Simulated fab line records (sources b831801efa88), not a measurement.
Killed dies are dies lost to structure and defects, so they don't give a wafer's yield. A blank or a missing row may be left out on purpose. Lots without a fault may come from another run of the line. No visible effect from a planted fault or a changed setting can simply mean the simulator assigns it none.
A sampling plan put to the test | flow sky130 | 59 faults told of in these records, all on one fab line, each judged by the records of the lots it struck
The plan is the line's own looks: the steps of the route at which a gauge or an inspection reads the wafer and doesn't change it. A look can be judged if struck wafers have a number there and the file gives its usual mean and standard deviation on fault-free wafers. Caught: 4 or more of those standard deviations (sigma) separate the usual mean from the mean of the struck wafers at a look after the fault's first step. On the tool: the test repeated on the tool's own readings taken at the fault's steps. Also counted as caught: the struck wafers showing another recipe, or a record that is empty for them alone.

## THE FAULTS, as the simulator had put them in
1. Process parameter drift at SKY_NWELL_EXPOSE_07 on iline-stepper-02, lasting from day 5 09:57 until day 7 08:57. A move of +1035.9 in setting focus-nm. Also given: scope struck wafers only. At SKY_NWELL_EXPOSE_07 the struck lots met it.
2. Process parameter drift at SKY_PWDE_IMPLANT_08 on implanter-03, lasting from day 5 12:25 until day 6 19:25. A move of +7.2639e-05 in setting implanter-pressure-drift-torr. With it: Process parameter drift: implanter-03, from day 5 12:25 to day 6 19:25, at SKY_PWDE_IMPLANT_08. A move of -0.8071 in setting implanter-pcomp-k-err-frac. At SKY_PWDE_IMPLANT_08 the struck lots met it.
3. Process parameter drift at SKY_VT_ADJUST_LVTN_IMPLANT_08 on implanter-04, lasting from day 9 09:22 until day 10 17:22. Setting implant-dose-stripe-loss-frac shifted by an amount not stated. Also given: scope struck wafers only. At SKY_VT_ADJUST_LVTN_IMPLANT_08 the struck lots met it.
4. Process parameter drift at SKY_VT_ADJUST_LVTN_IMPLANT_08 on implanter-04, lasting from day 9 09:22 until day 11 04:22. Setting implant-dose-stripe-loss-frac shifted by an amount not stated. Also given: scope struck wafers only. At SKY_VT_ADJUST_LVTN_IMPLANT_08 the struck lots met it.
5. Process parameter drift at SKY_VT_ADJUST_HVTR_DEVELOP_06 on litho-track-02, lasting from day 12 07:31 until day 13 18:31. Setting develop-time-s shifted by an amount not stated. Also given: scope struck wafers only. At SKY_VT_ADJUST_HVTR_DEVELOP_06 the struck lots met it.
6. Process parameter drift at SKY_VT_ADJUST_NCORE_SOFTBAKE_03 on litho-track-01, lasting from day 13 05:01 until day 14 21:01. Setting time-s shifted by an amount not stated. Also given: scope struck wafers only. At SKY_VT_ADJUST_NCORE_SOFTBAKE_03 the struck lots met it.
7. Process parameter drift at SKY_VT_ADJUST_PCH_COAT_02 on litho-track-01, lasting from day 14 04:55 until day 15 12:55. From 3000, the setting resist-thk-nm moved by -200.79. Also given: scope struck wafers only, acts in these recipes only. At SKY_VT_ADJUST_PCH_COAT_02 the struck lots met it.
8. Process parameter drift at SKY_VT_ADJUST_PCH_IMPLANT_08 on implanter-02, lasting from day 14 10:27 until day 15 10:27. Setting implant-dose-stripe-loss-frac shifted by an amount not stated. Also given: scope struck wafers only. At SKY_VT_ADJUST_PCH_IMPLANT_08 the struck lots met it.
9. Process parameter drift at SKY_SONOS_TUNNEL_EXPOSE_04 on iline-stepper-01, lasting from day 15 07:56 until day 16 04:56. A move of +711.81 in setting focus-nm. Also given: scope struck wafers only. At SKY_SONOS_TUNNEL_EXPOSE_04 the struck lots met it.
10. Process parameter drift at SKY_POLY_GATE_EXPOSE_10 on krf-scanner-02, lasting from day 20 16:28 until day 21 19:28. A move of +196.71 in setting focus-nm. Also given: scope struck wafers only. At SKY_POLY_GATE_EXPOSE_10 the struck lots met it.
11. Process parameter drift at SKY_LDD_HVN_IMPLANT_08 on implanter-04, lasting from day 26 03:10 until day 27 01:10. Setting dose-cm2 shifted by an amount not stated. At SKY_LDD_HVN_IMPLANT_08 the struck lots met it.
12. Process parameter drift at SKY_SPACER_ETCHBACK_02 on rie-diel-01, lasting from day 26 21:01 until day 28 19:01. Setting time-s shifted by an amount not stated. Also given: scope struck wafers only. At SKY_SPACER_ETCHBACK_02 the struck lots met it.
13. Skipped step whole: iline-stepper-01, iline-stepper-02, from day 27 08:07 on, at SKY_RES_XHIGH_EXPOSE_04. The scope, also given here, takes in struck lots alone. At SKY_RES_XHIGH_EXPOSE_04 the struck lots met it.
14. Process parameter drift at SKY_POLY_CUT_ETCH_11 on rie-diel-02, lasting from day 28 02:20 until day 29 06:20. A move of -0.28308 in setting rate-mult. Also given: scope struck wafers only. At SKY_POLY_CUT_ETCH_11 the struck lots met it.
15. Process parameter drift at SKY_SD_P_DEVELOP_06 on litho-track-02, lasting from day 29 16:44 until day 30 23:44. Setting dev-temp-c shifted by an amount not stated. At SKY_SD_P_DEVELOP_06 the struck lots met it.
16. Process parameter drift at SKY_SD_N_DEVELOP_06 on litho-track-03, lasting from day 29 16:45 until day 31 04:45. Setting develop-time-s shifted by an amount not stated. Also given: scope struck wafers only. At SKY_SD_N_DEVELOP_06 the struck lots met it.
17. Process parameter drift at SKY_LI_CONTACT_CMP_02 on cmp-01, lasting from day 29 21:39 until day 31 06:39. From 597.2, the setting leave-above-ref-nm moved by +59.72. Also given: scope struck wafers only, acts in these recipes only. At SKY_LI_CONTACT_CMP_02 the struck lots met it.
18. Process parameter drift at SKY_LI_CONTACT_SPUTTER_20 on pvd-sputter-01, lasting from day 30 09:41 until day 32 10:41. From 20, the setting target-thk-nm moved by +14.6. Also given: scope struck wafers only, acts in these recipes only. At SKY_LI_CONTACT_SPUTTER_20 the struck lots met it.
19. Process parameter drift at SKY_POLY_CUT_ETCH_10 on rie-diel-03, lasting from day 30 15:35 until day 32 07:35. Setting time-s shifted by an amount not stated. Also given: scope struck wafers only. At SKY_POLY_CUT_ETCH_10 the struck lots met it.
20. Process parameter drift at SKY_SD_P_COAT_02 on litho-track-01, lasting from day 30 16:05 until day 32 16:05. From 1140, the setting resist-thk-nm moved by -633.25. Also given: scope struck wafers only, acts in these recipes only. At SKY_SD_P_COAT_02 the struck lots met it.
21. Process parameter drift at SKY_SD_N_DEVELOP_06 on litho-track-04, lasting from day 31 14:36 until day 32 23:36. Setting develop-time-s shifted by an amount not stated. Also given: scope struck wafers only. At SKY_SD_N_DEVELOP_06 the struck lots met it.
22. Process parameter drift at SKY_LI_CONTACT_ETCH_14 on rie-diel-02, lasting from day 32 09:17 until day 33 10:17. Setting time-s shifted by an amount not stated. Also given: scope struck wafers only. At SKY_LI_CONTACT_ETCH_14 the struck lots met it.
23. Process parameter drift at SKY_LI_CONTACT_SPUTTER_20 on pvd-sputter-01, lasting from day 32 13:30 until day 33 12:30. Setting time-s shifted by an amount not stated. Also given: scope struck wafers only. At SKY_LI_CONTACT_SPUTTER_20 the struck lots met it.
24. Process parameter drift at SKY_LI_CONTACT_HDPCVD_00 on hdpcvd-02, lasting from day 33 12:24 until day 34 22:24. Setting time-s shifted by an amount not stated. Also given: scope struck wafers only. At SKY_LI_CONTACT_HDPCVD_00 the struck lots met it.
25. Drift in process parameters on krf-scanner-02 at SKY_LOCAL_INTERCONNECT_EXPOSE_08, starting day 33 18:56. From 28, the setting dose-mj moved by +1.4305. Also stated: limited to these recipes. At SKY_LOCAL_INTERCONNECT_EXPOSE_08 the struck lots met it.
26. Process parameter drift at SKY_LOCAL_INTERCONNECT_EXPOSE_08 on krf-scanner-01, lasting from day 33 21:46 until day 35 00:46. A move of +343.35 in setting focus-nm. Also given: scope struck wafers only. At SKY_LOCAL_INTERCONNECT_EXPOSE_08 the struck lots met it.
27. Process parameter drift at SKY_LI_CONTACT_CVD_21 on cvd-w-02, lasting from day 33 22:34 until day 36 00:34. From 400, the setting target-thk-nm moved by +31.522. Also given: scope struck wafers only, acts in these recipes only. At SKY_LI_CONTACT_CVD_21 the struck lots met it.
28. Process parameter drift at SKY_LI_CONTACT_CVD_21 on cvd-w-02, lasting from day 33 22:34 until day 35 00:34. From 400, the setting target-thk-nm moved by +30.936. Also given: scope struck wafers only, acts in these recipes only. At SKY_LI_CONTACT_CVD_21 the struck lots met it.
29. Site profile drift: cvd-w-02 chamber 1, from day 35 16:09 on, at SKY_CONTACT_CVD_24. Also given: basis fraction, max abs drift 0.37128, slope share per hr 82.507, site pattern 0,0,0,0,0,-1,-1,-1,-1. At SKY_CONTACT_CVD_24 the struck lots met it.
30. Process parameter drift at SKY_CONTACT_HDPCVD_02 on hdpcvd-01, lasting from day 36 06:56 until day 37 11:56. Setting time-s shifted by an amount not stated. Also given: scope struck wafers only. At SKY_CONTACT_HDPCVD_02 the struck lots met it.
31. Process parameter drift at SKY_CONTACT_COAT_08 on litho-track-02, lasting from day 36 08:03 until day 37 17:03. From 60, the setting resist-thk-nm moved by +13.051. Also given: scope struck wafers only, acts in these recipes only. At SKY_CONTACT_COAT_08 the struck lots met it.
32. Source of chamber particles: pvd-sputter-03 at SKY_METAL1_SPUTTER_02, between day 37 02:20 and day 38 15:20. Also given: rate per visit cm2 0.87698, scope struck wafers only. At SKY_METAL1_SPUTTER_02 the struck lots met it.
33. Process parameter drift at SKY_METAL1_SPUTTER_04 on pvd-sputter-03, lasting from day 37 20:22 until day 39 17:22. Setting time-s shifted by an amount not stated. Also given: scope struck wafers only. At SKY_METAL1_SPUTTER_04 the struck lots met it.
34. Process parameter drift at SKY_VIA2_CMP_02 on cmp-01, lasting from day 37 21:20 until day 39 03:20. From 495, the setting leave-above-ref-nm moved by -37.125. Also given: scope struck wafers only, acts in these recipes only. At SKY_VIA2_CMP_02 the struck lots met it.
35. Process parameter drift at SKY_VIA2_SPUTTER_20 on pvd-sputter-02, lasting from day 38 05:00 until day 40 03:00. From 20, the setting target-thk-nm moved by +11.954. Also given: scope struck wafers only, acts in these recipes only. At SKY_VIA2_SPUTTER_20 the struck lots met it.
36. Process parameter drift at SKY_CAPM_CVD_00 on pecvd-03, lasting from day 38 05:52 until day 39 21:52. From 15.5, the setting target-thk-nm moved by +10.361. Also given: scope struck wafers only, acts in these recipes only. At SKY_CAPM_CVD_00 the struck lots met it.
37. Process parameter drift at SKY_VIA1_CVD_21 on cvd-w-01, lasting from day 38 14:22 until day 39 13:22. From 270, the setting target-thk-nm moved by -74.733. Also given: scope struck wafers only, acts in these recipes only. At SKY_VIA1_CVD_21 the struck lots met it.
38. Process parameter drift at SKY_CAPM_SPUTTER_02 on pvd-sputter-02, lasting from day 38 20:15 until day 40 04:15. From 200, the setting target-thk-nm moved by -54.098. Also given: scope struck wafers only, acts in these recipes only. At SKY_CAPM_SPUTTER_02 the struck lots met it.
39. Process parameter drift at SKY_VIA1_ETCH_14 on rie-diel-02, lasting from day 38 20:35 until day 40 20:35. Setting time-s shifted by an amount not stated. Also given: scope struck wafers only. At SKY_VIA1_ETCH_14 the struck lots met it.
40. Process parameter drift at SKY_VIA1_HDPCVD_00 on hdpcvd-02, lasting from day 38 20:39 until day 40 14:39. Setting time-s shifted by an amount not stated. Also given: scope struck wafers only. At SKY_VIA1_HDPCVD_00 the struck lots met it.
41. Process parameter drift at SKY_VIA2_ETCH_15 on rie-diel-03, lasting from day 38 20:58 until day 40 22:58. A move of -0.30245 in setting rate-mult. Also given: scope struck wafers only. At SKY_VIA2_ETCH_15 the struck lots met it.
42. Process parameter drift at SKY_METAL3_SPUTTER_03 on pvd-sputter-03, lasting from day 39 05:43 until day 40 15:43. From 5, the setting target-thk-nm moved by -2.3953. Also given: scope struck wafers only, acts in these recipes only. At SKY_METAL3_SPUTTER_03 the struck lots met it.
43. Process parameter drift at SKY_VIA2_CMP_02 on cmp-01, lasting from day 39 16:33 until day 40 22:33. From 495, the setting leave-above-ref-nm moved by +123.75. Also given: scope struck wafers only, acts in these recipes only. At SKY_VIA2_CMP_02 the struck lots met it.
44. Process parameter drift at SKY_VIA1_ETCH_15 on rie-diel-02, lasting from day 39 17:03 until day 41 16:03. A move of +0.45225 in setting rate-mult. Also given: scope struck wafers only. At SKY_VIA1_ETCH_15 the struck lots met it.
45. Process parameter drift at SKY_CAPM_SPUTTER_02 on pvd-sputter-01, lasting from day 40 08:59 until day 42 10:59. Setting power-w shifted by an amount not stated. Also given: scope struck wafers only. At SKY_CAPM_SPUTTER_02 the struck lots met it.
46. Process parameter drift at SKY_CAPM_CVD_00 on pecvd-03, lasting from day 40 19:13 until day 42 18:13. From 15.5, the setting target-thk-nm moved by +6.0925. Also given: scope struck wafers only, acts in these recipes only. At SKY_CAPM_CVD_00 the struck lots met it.
47. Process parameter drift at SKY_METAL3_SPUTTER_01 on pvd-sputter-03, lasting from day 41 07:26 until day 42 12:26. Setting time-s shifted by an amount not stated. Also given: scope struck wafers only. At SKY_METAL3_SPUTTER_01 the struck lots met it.
48. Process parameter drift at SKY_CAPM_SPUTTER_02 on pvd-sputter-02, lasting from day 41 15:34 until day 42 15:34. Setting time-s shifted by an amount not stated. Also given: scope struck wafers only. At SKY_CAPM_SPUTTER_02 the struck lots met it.
49. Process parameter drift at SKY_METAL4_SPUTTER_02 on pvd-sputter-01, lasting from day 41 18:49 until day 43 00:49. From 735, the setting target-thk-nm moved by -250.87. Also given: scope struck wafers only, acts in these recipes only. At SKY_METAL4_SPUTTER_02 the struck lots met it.
50. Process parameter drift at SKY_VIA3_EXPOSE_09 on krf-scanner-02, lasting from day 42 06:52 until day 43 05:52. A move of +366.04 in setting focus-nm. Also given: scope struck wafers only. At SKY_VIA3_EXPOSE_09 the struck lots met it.
51. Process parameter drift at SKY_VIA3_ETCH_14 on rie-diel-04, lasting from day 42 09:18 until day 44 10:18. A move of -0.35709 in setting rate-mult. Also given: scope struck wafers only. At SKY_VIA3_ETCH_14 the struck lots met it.
52. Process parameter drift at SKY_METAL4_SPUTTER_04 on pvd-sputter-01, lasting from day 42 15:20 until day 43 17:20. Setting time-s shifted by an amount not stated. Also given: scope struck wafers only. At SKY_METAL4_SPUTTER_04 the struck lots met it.
53. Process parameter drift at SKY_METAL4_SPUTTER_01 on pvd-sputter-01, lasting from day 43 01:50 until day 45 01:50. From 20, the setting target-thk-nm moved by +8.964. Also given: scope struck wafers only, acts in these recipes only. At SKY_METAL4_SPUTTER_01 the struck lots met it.
54. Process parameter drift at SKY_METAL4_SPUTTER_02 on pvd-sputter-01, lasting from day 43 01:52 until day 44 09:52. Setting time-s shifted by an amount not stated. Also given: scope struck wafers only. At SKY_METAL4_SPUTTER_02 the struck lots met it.
55. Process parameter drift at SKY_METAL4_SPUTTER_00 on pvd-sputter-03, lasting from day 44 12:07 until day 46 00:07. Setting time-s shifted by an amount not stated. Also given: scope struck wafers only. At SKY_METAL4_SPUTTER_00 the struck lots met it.
56. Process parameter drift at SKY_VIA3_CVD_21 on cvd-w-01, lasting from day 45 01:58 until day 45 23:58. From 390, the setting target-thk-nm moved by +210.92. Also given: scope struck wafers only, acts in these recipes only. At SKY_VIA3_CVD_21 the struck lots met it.
57. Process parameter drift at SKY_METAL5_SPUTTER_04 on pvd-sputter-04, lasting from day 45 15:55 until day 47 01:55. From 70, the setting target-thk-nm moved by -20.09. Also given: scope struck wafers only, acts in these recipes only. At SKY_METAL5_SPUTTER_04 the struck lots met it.
58. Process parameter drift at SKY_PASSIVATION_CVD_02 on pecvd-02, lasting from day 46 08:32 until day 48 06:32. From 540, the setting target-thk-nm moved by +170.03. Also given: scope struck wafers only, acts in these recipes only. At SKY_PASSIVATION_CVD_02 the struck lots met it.
59. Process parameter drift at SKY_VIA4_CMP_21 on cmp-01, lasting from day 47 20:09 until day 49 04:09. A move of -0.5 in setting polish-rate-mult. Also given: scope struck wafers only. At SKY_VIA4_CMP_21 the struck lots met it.

## WHAT THE PLAN SAW
fault | on the tool itself                            | first look that catches it                      | reading, sigma                                                      | median hours from its first step to that look | hours from the fault's start to the first struck lot there | judged looks passed uncaught
1     | under 2 sigma                                 | none of the 6 looks that can be judged after it | -                                                                   | -                                             | -                                                          | 6
2     | end-station-pressure-torr +99 or beyond sigma | SKY_PWDE_TW_MEAS_10                             | PWDE_TW +5.7                                                        | 0.2                                           | 1                                                          | 0
3     | no reading that can be judged                 | not the one look that can be judged after it    | strongest: VT_ADJUST_LVTN_TW at SKY_VT_ADJUST_LVTN_TW_MEAS_10, -3.8 | -                                             | -                                                          | 1
4     | no reading that can be judged                 | none of the 6 looks that can be judged after it | -                                                                   | -                                             | -                                                          | 6
5     | under 2 sigma                                 | SKY_VT_ADJUST_HVTR_CD_MEAS_07                   | cd-nm +9.0                                                          | 0.1                                           | 3                                                          | 0
6     | heater-power-total-W +99 or beyond sigma      | not the one look that can be judged after it    | -                                                                   | -                                             | -                                                          | 1
7     | under 2 sigma                                 | no look after it can be judged                  | -                                                                   | -                                             | -                                                          | 0
8     | under 2 sigma                                 | not the one look that can be judged after it    | strongest: VT_ADJUST_PCH_TW at SKY_VT_ADJUST_PCH_TW_MEAS_10, -3.6   | -                                             | -                                                          | 1
9     | no reading that can be judged                 | none of the 2 looks that can be judged after it | strongest: cd-nm at SKY_SONOS_TUNNEL_CD_MEAS_07, +3.9               | -                                             | -                                                          | 2
10    | under 2 sigma                                 | SKY_POLY_GATE_CD_MEAS_13                        | cd-nm -15                                                           | 15.4                                          | 29                                                         | 0
11    | dose-ions-cm2 +99 or beyond sigma             | SKY_LDD_HVN_TW_MEAS_10                          | LDD_HVN_TW +99 or beyond                                            | 0.2                                           | 2                                                          | 0
12    | run-length-s +46 sigma                        | no look after it can be judged                  | -                                                                   | -                                             | -                                                          | 0
13    | no reading that can be judged                 | SKY_RES_XHIGH_TW_MEAS_09                        | RES_XHIGH_TW -99 or beyond                                          | 14.5                                          | 19                                                         | 0
14    | only faintly: oes-product-au -2.7 sigma       | no look after it can be judged                  | -                                                                   | -                                             | -                                                          | 0
15    | developer-temp-C -20 sigma                    | not the one look that can be judged after it    | strongest: cd-nm at SKY_SD_P_CD_MEAS_07, +2.9                       | -                                             | -                                                          | 1
16    | under 2 sigma                                 | SKY_SD_N_TW_MEAS_12                             | SD_N_TW -99 or beyond                                               | 0.7                                           | 18                                                         | 0
17    | under 2 sigma                                 | no look after it can be judged                  | -                                                                   | -                                             | -                                                          | 0
18    | under 2 sigma                                 | no look after it can be judged                  | -                                                                   | -                                             | -                                                          | 0
19    | run-length-s +7.9 sigma                       | no look after it can be judged                  | -                                                                   | -                                             | -                                                          | 0
20    | no reading that can be judged                 | SKY_SD_P_CD_MEAS_07                             | cd-nm +33                                                           | 13.8                                          | 39                                                         | 0
21    | no reading that can be judged                 | SKY_SD_N_CD_MEAS_07                             | cd-nm -27                                                           | 0.2                                           | 7                                                          | 0
22    | run-length-s -47 sigma                        | not the one look that can be judged after it    | -                                                                   | -                                             | -                                                          | 1
23    | under 2 sigma                                 | no look after it can be judged                  | -                                                                   | -                                             | -                                                          | 0
24    | run-length-s +53 sigma                        | SKY_LI_CONTACT_THK_MEAS_01                      | LI_CONTACT_HDPCVD_THK +12                                           | 0.1                                           | 31                                                         | 0
25    | exposure-dose-mJ-cm2 +43 sigma                | SKY_LOCAL_INTERCONNECT_CD_MEAS_11               | cd-nm -6.5                                                          | 13.4                                          | 27                                                         | 0
26    | under 2 sigma                                 | SKY_LOCAL_INTERCONNECT_CD_MEAS_11               | cd-nm -60                                                           | 13.1                                          | 17                                                         | 0
27    | under 2 sigma                                 | SKY_LI_CONTACT_RS_MEAS_22                       | LI_CONTACT_W_RS -6.7                                                | 0.1                                           | 5                                                          | 0
28    | under 2 sigma                                 | SKY_LI_CONTACT_RS_MEAS_22                       | LI_CONTACT_W_RS -6.0                                                | 0.1                                           | 5                                                          | 0
29    | under 2 sigma                                 | SKY_CONTACT_RS_MEAS_25                          | CONTACT_W_RS +27                                                    | 0.1                                           | 19                                                         | 0
30    | run-length-s -9.5 sigma                       | SKY_CONTACT_THK_MEAS_03                         | CONTACT_HDPCVD_THK -5.0                                             | 0.1                                           | 12                                                         | 0
31    | under 2 sigma                                 | no look after it can be judged                  | -                                                                   | -                                             | -                                                          | 0
32    | under 2 sigma                                 | not the one look that can be judged after it    | -                                                                   | -                                             | -                                                          | 1
33    | under 2 sigma                                 | none of the 2 looks that can be judged after it | strongest: METAL1_ALCU_THK at SKY_METAL1_THK_MEAS_06, -3.9          | -                                             | -                                                          | 2
34    | under 2 sigma                                 | none of the 6 looks that can be judged after it | -                                                                   | -                                             | -                                                          | 6
35    | under 2 sigma                                 | no look after it can be judged                  | -                                                                   | -                                             | -                                                          | 0
36    | under 2 sigma                                 | SKY_CAPM_THK_MEAS_01                            | CAPM_CVD_00_THK +50                                                 | 0.0                                           | 13                                                         | 0
37    | under 2 sigma                                 | SKY_VIA1_RS_MEAS_22                             | VIA1_W_RS +39                                                       | 0.1                                           | 10                                                         | 0
38    | under 2 sigma                                 | SKY_CAPM_RS_MEAS_03                             | CAPM_TIN_RS +31                                                     | 0.1                                           | 2                                                          | 0
39    | oes-product-au +32 sigma                      | no look after it can be judged                  | -                                                                   | -                                             | -                                                          | 0
40    | run-length-s -35 sigma                        | SKY_VIA1_THK_MEAS_01                            | VIA1_HDPCVD_THK -6.7                                                | 0.1                                           | 8                                                          | 0
41    | oes-product-au -29 sigma                      | no look after it can be judged                  | -                                                                   | -                                             | -                                                          | 0
42    | under 2 sigma                                 | no look after it can be judged                  | -                                                                   | -                                             | -                                                          | 0
43    | under 2 sigma                                 | no look after it can be judged                  | -                                                                   | -                                             | -                                                          | 0
44    | only faintly: oes-product-au +2.0 sigma       | no look after it can be judged                  | -                                                                   | -                                             | -                                                          | 0
45    | cathode-dc-power-W +99 or beyond sigma        | SKY_CAPM_RS_MEAS_03                             | CAPM_TIN_RS -7.8                                                    | 0.2                                           | 6                                                          | 0
46    | under 2 sigma                                 | SKY_CAPM_THK_MEAS_01                            | CAPM_CVD_00_THK +29                                                 | 0.0                                           | 39                                                         | 0
47    | under 2 sigma                                 | no look after it can be judged                  | -                                                                   | -                                             | -                                                          | 0
48    | under 2 sigma                                 | SKY_CAPM_RS_MEAS_03                             | CAPM_TIN_RS -8.5                                                    | 0.1                                           | 5                                                          | 0
49    | under 2 sigma                                 | no look after it can be judged                  | -                                                                   | -                                             | -                                                          | 0
50    | no reading that can be judged                 | SKY_VIA3_CD_MEAS_12                             | cd-nm -33                                                           | 11.6                                          | 12                                                         | 0
51    | oes-product-au -16 sigma                      | no look after it can be judged                  | -                                                                   | -                                             | -                                                          | 0
52    | under 2 sigma                                 | no look after it can be judged                  | -                                                                   | -                                             | -                                                          | 0
53    | under 2 sigma                                 | no look after it can be judged                  | -                                                                   | -                                             | -                                                          | 0
54    | under 2 sigma                                 | no look after it can be judged                  | -                                                                   | -                                             | -                                                          | 0
55    | under 2 sigma                                 | no look after it can be judged                  | -                                                                   | -                                             | -                                                          | 0
56    | under 2 sigma                                 | SKY_VIA3_RS_MEAS_22                             | VIA3_W_RS -33                                                       | 0.1                                           | 5                                                          | 0
57    | under 2 sigma                                 | SKY_METAL5_THK_MEAS_06                          | METAL5_ALCU_THK +4.0                                                | 0.2                                           | 4                                                          | 0
58    | under 2 sigma                                 | SKY_PASSIVATION_THK_MEAS_03                     | PASSIVATION_CVD_02_THK +25                                          | 0.2                                           | 6                                                          | 0
59    | overpolish-run-s -99 or beyond sigma          | no look after it can be judged                  | -                                                                   | -                                             | -                                                          | 0
Dash: fault not caught, or number not given in these records.

Caught at a look: 26 of 59. Caught on the tool: 16 of 59. By one or the other: 35 of 59.
Faults caught by the tool alone: 6, 12, 15, 19, 22, 39, 41, 51, 59.
Caught at a look alone: faults 5, 10, 13, 16, 20, 21, 26, 27, 28, 29, 36, 37, 38, 46, 48, 50, 56, 57, 58.
Caught by neither: faults 1, 3, 4, 7, 8, 9, 14, 17, 18, 23, 31, 32, 33, 34, 35, 42, 43, 44, 47, 49, 52, 53, 54, 55.

## THINNER SAMPLING
Were the look that catches a fault to measure just every second or every third lot (counted by lot number), the first struck lot would, at worst, be measured this late:
fault | struck lots at that look, in order of time | every lot | every second lot | every third lot
2     | L915, L917, L920                           | 1 h       | 14 h             | may miss all 3
5     | L730, L732, L734                           | 3 h       | may miss all 3   | 32 h
10    | L463, L465                                 | 29 h      | may miss all 2   | may miss all 2
11    | L785, L786                                 | 2 h       | 12 h             | may miss all 2
13    | L743, L744                                 | 19 h      | 46 h             | may miss all 2
16    | L351, L353, L352                           | 18 h      | 22 h             | 22 h
20    | L103, L105                                 | 39 h      | may miss all 2   | may miss all 2
21    | L193, L194                                 | 7 h       | 16 h             | may miss all 2
24    | L686                                       | 31 h      | may miss it      | may miss it
25    | L965, L966, L969                           | 27 h      | 36 h             | may miss all 3
26    | L408                                       | 17 h      | may miss it      | may miss it
27    | L643, L644, L645                           | 5 h       | 11 h             | 16 h
28    | L156, L157, L158                           | 5 h       | 11 h             | 16 h
29    | L623, L625                                 | 19 h      | may miss all 2   | may miss all 2
30    | L801                                       | 12 h      | may miss it      | may miss it
36    | L891, L897                                 | 13 h      | may miss all 2   | may miss all 2
37    | L163, L164                                 | 10 h      | 16 h             | may miss all 2
38    | L155, L156                                 | 2 h       | 16 h             | may miss all 2
40    | L356, L357                                 | 8 h       | 12 h             | may miss all 2
45    | L538                                       | 6 h       | may miss it      | may miss it
46    | L905                                       | 39 h      | may miss it      | may miss it
48    | L148, L149, L150                           | 5 h       | 15 h             | 19 h
50    | L130, L131                                 | 12 h      | 22 h             | may miss all 2
56    | L642, L643                                 | 5 h       | 7 h              | may miss all 2
57    | L699                                       | 4 h       | may miss it      | may miss it
58    | L222, L225, L224                           | 6 h       | 8 h              | may miss all 3
Hours: fault start to first struck lot measured. The test against the limit of 4 sigma pooled every struck wafer, which means one lot taken alone may stay below that limit. Other struck lots may not be in these records.

## THE LONGEST TIMED WAY FROM STEP TO LOOK
For fault 10, SKY_POLY_GATE_EXPOSE_10 and SKY_POLY_GATE_CD_MEAS_13 are separated by a median of 15.4 hours. No look between them can be judged.
